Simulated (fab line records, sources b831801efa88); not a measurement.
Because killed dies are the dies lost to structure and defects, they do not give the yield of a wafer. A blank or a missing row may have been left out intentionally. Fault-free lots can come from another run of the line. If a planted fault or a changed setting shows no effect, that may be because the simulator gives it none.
Which tool is to blame? | flow sky130 | Sampling: 24 lots, 72 wafers, 6 of 708 route steps

## WHAT EACH GAUGE READ, for each wafer
SKY_CAPM_THK_MEAS_04: measures by xrf. Usual: CAPM_TIN_THK typically reads 197.7 nm, with standard deviation 2.5.
lot  | measured     | on            | CAPM_TIN_THK (nm) | flag
L074 | day 36 08:44 | film-metro-02 | 198.3 199.4 200.4 |
L075 | day 36 10:40 | film-metro-01 | 199.7 200.1 199.7 |
L076 | day 37 00:13 | film-metro-01 | 200.4 202.9 201.2 |
L077 | day 37 01:20 | film-metro-03 | 198.6 197.5 200.6 |
L078 | day 37 13:05 | film-metro-02 | 196.9 198.8 196.9 |
L079 | day 37 22:47 | film-metro-03 | 194.8 197.6 200.5 |
L080 | day 38 06:51 | film-metro-01 | 201.6 197.6 198.4 |
L081 | day 38 08:39 | film-metro-03 | 199.9 202.6 199.9 |
L083 | day 39 17:53 | film-metro-03 | 198.2 198.6 199.1 |
L082 | day 39 18:49 | film-metro-02 | 194.9 194.8 195.3 |
L085 | day 39 20:32 | film-metro-02 | 197.6 197.6 198.6 |
L084 | day 39 20:52 | film-metro-03 | 196.7 194.9 196.8 |
L086 | day 40 00:44 | film-metro-03 | 196.7 193.4 197.0 |
L087 | day 40 06:34 | film-metro-03 | 199.1 196.6 196.7 |
L088 | day 40 17:35 | film-metro-01 | 194.3 197.8 194.8 |
L089 | day 41 03:43 | film-metro-02 | 199.2 197.5 195.5 |
L090 | day 41 03:55 | film-metro-01 | 194.6 193.0 196.9 |
L092 | day 41 13:45 | film-metro-01 | 203.5 201.1 203.3 |
L091 | day 41 14:27 | film-metro-02 | 197.0 194.0 195.8 |
L093 | day 41 20:25 | film-metro-01 | 199.6 197.2 199.6 |
L094 | day 42 01:05 | film-metro-02 | 197.4 197.9 198.2 |
L095 | day 42 07:34 | film-metro-03 | 193.0 195.9 195.0 |
L096 | day 42 17:43 | film-metro-01 | 197.2 196.2 199.6 |
L097 | day 42 20:10 | film-metro-03 | 195.2 201.9 196.3 |

SKY_CAPM_OVL_MEAS_12. Usual: CAPM_OVL typically reads -0.7 nm, with standard deviation 1.5.
lot  | measured     | on         | CAPM_OVL (nm)  | flag
L074 | day 37 10:20 | overlay-02 | 0.0 -1.0 0.9   |
L075 | day 37 11:41 | overlay-02 | 1.0 2.0 1.5    |
L076 | day 38 01:32 | overlay-01 | 0.7 -1.2 0.4   |
L077 | day 38 03:17 | overlay-02 | -0.7 -4.6 -1.3 |
L078 | day 38 14:26 | overlay-02 | -2.8 -0.5 -0.6 |
L079 | day 38 23:29 | overlay-02 | -1.2 -2.7 -1.0 |
L080 | day 39 07:32 | overlay-02 | -3.1 -2.2 -2.5 |
L081 | day 39 08:56 | overlay-02 | 0.9 -0.3 -0.2  |
L083 | day 40 18:17 | overlay-01 | -0.4 1.1 0.0   |
L082 | day 40 19:35 | overlay-01 | -1.8 0.0 -2.3  |
L085 | day 40 20:17 | overlay-02 | 1.9 2.2 2.9    |
L084 | day 40 20:35 | overlay-01 | -1.7 -3.1 -2.5 |
L086 | day 41 00:35 | overlay-01 | -1.4 -0.2 -0.8 |
L087 | day 41 06:26 | overlay-01 | -1.0 -1.4 -1.5 |
L088 | day 41 16:47 | overlay-01 | -0.9 -1.7 -1.7 |
L089 | day 42 03:23 | overlay-01 | -0.8 0.0 -1.2  |
L090 | day 42 03:38 | overlay-02 | -2.2 -0.7 -2.4 |
L092 | day 42 11:47 | overlay-02 | -1.7 -2.1 -2.4 |
L091 | day 42 12:59 | overlay-01 | 0.3 -0.4 -1.5  |
L093 | day 42 19:35 | overlay-02 | -0.2 -1.8 -1.5 |
L094 | day 43 00:08 | overlay-02 | -1.1 1.4 -0.3  |
L095 | day 43 06:53 | overlay-01 | 0.0 0.6 1.8    |
L096 | day 43 16:08 | overlay-02 | -1.3 -0.3 1.1  |
L097 | day 43 18:41 | overlay-02 | -0.3 -0.4 -2.4 |

## TOOL THAT RAN EACH LOT (tool first, then ch and the chambers of the sampled wafers, then the start)
lot  | SKY_METAL1_ETCH_18                | SKY_VIA1_SPUTTER_20          | SKY_METAL3_SPUTTER_00        | SKY_CAPM_CVD_00
L074 | rie-metal-04 ch 0,1, day 32 18:01 | pvd-sputter-04, day 33 23:28 | pvd-sputter-03, day 36 08:09 | pecvd-01 ch 1,2, day 36 08:19
L075 | rie-metal-03 ch 0, day 32 20:19   | pvd-sputter-02, day 34 01:30 | pvd-sputter-04, day 36 10:11 | pecvd-02 ch 0,2, day 36 10:20
L076 | rie-metal-03 ch 0, day 33 10:37   | pvd-sputter-02, day 34 15:25 | pvd-sputter-03, day 36 23:43 | pecvd-01 ch 1,2, day 36 23:53
L077 | rie-metal-04 ch 0, day 33 11:47   | pvd-sputter-04, day 34 16:35 | pvd-sputter-03, day 37 00:52 | pecvd-02 ch 1,2, day 37 01:02
L078 | rie-metal-04 ch 0, day 33 23:39   | pvd-sputter-02, day 35 04:19 | pvd-sputter-04, day 37 12:36 | pecvd-02 ch 1, day 37 12:46
L079 | rie-metal-01 ch 0, day 34 10:34   | pvd-sputter-03, day 35 15:22 | pvd-sputter-01, day 37 22:18 | pecvd-01 ch 2, day 37 22:28
L080 | rie-metal-04 ch 0,1, day 34 17:10 | pvd-sputter-02, day 35 22:45 | pvd-sputter-01, day 38 06:22 | pecvd-02 ch 1,2, day 38 06:31
L081 | rie-metal-04 ch 0,1, day 34 20:34 | pvd-sputter-02, day 36 01:39 | pvd-sputter-04, day 38 08:10 | pecvd-03 ch 0, day 38 08:20
L083 | rie-metal-04 ch 0,1, day 36 06:49 | pvd-sputter-02, day 37 10:37 | pvd-sputter-01, day 39 17:24 | pecvd-03 ch 0,1,2, day 39 17:33
L082 | rie-metal-03 ch 0,1, day 36 07:46 | pvd-sputter-04, day 37 11:34 | pvd-sputter-04, day 39 18:20 | pecvd-02 ch 0,2, day 39 18:29
L085 | rie-metal-04 ch 0,1, day 36 09:28 | pvd-sputter-03, day 37 12:52 | pvd-sputter-01, day 39 20:03 | pecvd-01 ch 0,2, day 39 20:12
L084 | rie-metal-03 ch 0,1, day 36 10:07 | pvd-sputter-04, day 37 13:45 | pvd-sputter-04, day 39 20:24 | pecvd-03 ch 0,2, day 39 20:33
L086 | rie-metal-03 ch 0,1, day 36 14:22 | pvd-sputter-03, day 37 18:16 | pvd-sputter-03, day 40 00:15 | pecvd-01 ch 0,1, day 40 00:25
L087 | rie-metal-04 ch 0,1, day 36 22:34 | pvd-sputter-02, day 38 01:12 | pvd-sputter-03, day 40 06:06 | pecvd-02 ch 0,1,2, day 40 06:15
L088 | rie-metal-04 ch 0,1, day 37 08:10 | pvd-sputter-02, day 38 12:00 | pvd-sputter-01, day 40 17:06 | pecvd-03 ch 1,2, day 40 17:16
L089 | rie-metal-04 ch 0,1, day 37 19:01 | pvd-sputter-04, day 38 22:16 | pvd-sputter-01, day 41 03:15 | pecvd-01 ch 0,1,2, day 41 03:24
L090 | rie-metal-03 ch 0,1, day 37 19:11 | pvd-sputter-02, day 38 22:34 | pvd-sputter-04, day 41 03:26 | pecvd-02 ch 1,2, day 41 03:35
L092 | rie-metal-01 ch 1, day 38 05:13   | pvd-sputter-02, day 39 08:40 | pvd-sputter-01, day 41 13:16 | pecvd-02 ch 1,2, day 41 13:26
L091 | rie-metal-03 ch 0,1, day 38 06:11 | pvd-sputter-04, day 39 09:19 | pvd-sputter-01, day 41 13:58 | pecvd-01 ch 1,2, day 41 14:07
L093 | rie-metal-03 ch 0,1, day 38 12:13 | pvd-sputter-03, day 39 16:13 | pvd-sputter-01, day 41 19:57 | pecvd-01 ch 1,2, day 41 20:06
L094 | rie-metal-04 ch 1, day 38 16:46   | pvd-sputter-04, day 39 19:52 | pvd-sputter-04, day 42 00:37 | pecvd-01 ch 0,2, day 42 00:46
L095 | rie-metal-01 ch 1, day 38 23:43   | pvd-sputter-03, day 40 03:00 | pvd-sputter-01, day 42 07:06 | pecvd-01 ch 0,1, day 42 07:15
L096 | rie-metal-01 ch 0,1, day 39 11:55 | pvd-sputter-02, day 40 14:27 | pvd-sputter-01, day 42 17:15 | pecvd-02 ch 1,2, day 42 17:24
L097 | rie-metal-03 ch 0,1, day 39 14:25 | pvd-sputter-02, day 40 16:36 | pvd-sputter-04, day 42 19:42 | pecvd-01 ch 0,1,2, day 42 19:51
- SKY_METAL1_ETCH_18: etches BARC in N2/H2, stops on SiO2, time 45.9 s, target depth 60 nm.
- SKY_VIA1_SPUTTER_20: material TiN, target thk 20 nm, time 80 s.
- SKY_METAL3_SPUTTER_00: material Ti, target thk 15 nm, time 10 s.
- SKY_CAPM_CVD_00: deposits SiO2, target thk 15.5 nm.

## AS READ BY THE TOOLS THEMSELVES (means over the sampled wafers that have a number; for cases with no such wafer, the mark the record gives instead)
SKY_METAL1_ETCH_18. Usual: drypump-motor-current-A 5.85 A, standard deviation 0.21; oes-product-au 0.854 a.u., standard deviation 0.0045; throttle-valve-pct 13.224 %, standard deviation 0.0093.
lot  | tool         | drypump-motor-current-A (A) | oes-product-au (a.u.) | throttle-valve-pct (%) | flag
L074 | rie-metal-04 | 5.74                        | 0.858                 | 13.221                 |
L075 | rie-metal-03 | 5.99                        | 0.856                 | 13.222                 |
L076 | rie-metal-03 | 5.99                        | 0.857                 | 13.230                 |
L077 | rie-metal-04 | 5.81                        | 0.858                 | 13.228                 |
L078 | rie-metal-04 | 5.83                        | 0.851                 | 13.225                 |
L079 | rie-metal-01 | 6.30                        | 0.853                 | 13.228                 |
L080 | rie-metal-04 | 5.75                        | 0.852                 | 13.222                 |
L081 | rie-metal-04 | 5.69                        | 0.850                 | 13.224                 |
L083 | rie-metal-04 | 5.69                        | 0.848                 | 13.216                 |
L082 | rie-metal-03 | 5.89                        | 0.853                 | 13.223                 |
L085 | rie-metal-04 | 5.75                        | 0.851                 | 13.222                 |
L084 | rie-metal-03 | 5.76                        | 0.858                 | 13.216                 |
L086 | rie-metal-03 | 5.87                        | 0.857                 | 13.219                 |
L087 | rie-metal-04 | 5.74                        | 0.857                 | 13.233                 |
L088 | rie-metal-04 | 5.69                        | 0.853                 | 13.220                 |
L089 | rie-metal-04 | 5.69                        | 0.856                 | 13.224                 |
L090 | rie-metal-03 | 5.89                        | 0.854                 | 13.224                 |
L092 | rie-metal-01 | 6.07                        | 0.856                 | 13.229                 |
L091 | rie-metal-03 | 5.77                        | 0.852                 | 13.219                 |
L093 | rie-metal-03 | 5.74                        | 0.858                 | 13.224                 |
L094 | rie-metal-04 | 5.63                        | 0.855                 | 13.224                 |
L095 | rie-metal-01 | 6.09                        | 0.855                 | 13.232                 |
L096 | rie-metal-01 | 6.13                        | 0.854                 | 13.233                 |
L097 | rie-metal-03 | 5.74                        | 0.853                 | 13.223                 |

SKY_VIA1_SPUTTER_20. Usual: throttle-valve-pct at 29.7 %, with a standard deviation of 0.87.
lot  | tool           | throttle-valve-pct (%) | flag
L074 | pvd-sputter-04 | 29.7                   |
L075 | pvd-sputter-02 | 29.6                   |
L076 | pvd-sputter-02 | 29.7                   |
L077 | pvd-sputter-04 | 29.5                   |
L078 | pvd-sputter-02 | 29.6                   |
L079 | pvd-sputter-03 | 29.8                   |
L080 | pvd-sputter-02 | 29.7                   |
L081 | pvd-sputter-02 | 29.7                   |
L083 | pvd-sputter-02 | 29.5                   |
L082 | pvd-sputter-04 | 29.7                   |
L085 | pvd-sputter-03 | 30.2                   |
L084 | pvd-sputter-04 | 29.4                   |
L086 | pvd-sputter-03 | 29.8                   |
L087 | pvd-sputter-02 | 29.6                   |
L088 | pvd-sputter-02 | 29.6                   |
L089 | pvd-sputter-04 | 29.3                   |
L090 | pvd-sputter-02 | 29.6                   |
L092 | pvd-sputter-02 | 29.8                   |
L091 | pvd-sputter-04 | 29.4                   |
L093 | pvd-sputter-03 | 30.1                   |
L094 | pvd-sputter-04 | 29.2                   |
L095 | pvd-sputter-03 | 30.0                   |
L096 | pvd-sputter-02 | 29.7                   |
L097 | pvd-sputter-02 | 30.0                   |

SKY_METAL3_SPUTTER_00. Usual: throttle-valve-pct at 30.3 %, with a standard deviation of 0.97.
lot  | tool           | throttle-valve-pct (%) | flag
L074 | pvd-sputter-03 | 29.8                   |
L075 | pvd-sputter-04 | 30.7                   |
L076 | pvd-sputter-03 | 29.8                   |
L077 | pvd-sputter-03 | 29.7                   |
L078 | pvd-sputter-04 | 30.4                   |
L079 | pvd-sputter-01 | 31.1                   |
L080 | pvd-sputter-01 | 30.9                   |
L081 | pvd-sputter-04 | 29.7                   |
L083 | pvd-sputter-01 | 30.7                   |
L082 | pvd-sputter-04 | 30.3                   |
L085 | pvd-sputter-01 | 30.6                   |
L084 | pvd-sputter-04 | 29.6                   |
L086 | pvd-sputter-03 | 30.4                   |
L087 | pvd-sputter-03 | 30.1                   |
L088 | pvd-sputter-01 | 30.9                   |
L089 | pvd-sputter-01 | 30.9                   |
L090 | pvd-sputter-04 | 29.2                   |
L092 | pvd-sputter-01 | 31.1                   |
L091 | pvd-sputter-01 | 30.8                   |
L093 | pvd-sputter-01 | 31.1                   |
L094 | pvd-sputter-04 | 29.3                   |
L095 | pvd-sputter-01 | 30.5                   |
L096 | pvd-sputter-01 | 31.0                   |
L097 | pvd-sputter-04 | 29.8                   |

SKY_CAPM_CVD_00. Usual: heater-power-outer-w 469 W, standard deviation 79; heater-power-w 769 W, standard deviation 98.
lot  | tool     | heater-power-outer-w (W) | heater-power-w (W) | flag
L074 | pecvd-01 | 465                      | 758                |
L075 | pecvd-02 | 549                      | 902                |
L076 | pecvd-01 | 432                      | 727                |
L077 | pecvd-02 | 481                      | 781                |
L078 | pecvd-02 | 356                      | 665                |
L079 | pecvd-01 | 495                      | 816                |
L080 | pecvd-02 | 521                      | 798                |
L081 | pecvd-03 | 491                      | 811                |
L083 | pecvd-03 | 424                      | 688                |
L082 | pecvd-02 | 541                      | 893                |
L085 | pecvd-01 | 448                      | 726                |
L084 | pecvd-03 | 531                      | 838                |
L086 | pecvd-01 | 459                      | 728                |
L087 | pecvd-02 | 527                      | 881                |
L088 | pecvd-03 | 440                      | 711                |
L089 | pecvd-01 | 470                      | 765                |
L090 | pecvd-02 | 528                      | 802                |
L092 | pecvd-02 | 573                      | 858                |
L091 | pecvd-01 | 432                      | 729                |
L093 | pecvd-01 | 422                      | 701                |
L094 | pecvd-01 | 460                      | 774                |
L095 | pecvd-01 | 412                      | 667                |
L096 | pecvd-02 | 554                      | 845                |
L097 | pecvd-01 | 414                      | 694                |

## THE ANSWER, worked out from the rows above alone
Rule: lot off if the mean of its wafers having a number is beyond 3 standard deviations from the usual mean. Also off: a lot with no number at a reading for which 4 or more lots have one. All remaining lots with rows at the step are treated as sound. The gauges are gone through in route order, then the tools' own readings, and for those a lot's mean is taken as printed above. At the first step where some lot is off, the reading lying furthest off is the one used; lots without a number count as furthest.
Nothing can be told from this: no lot is off at any reading shown.

## WHAT THE SIMULATOR PUT IN
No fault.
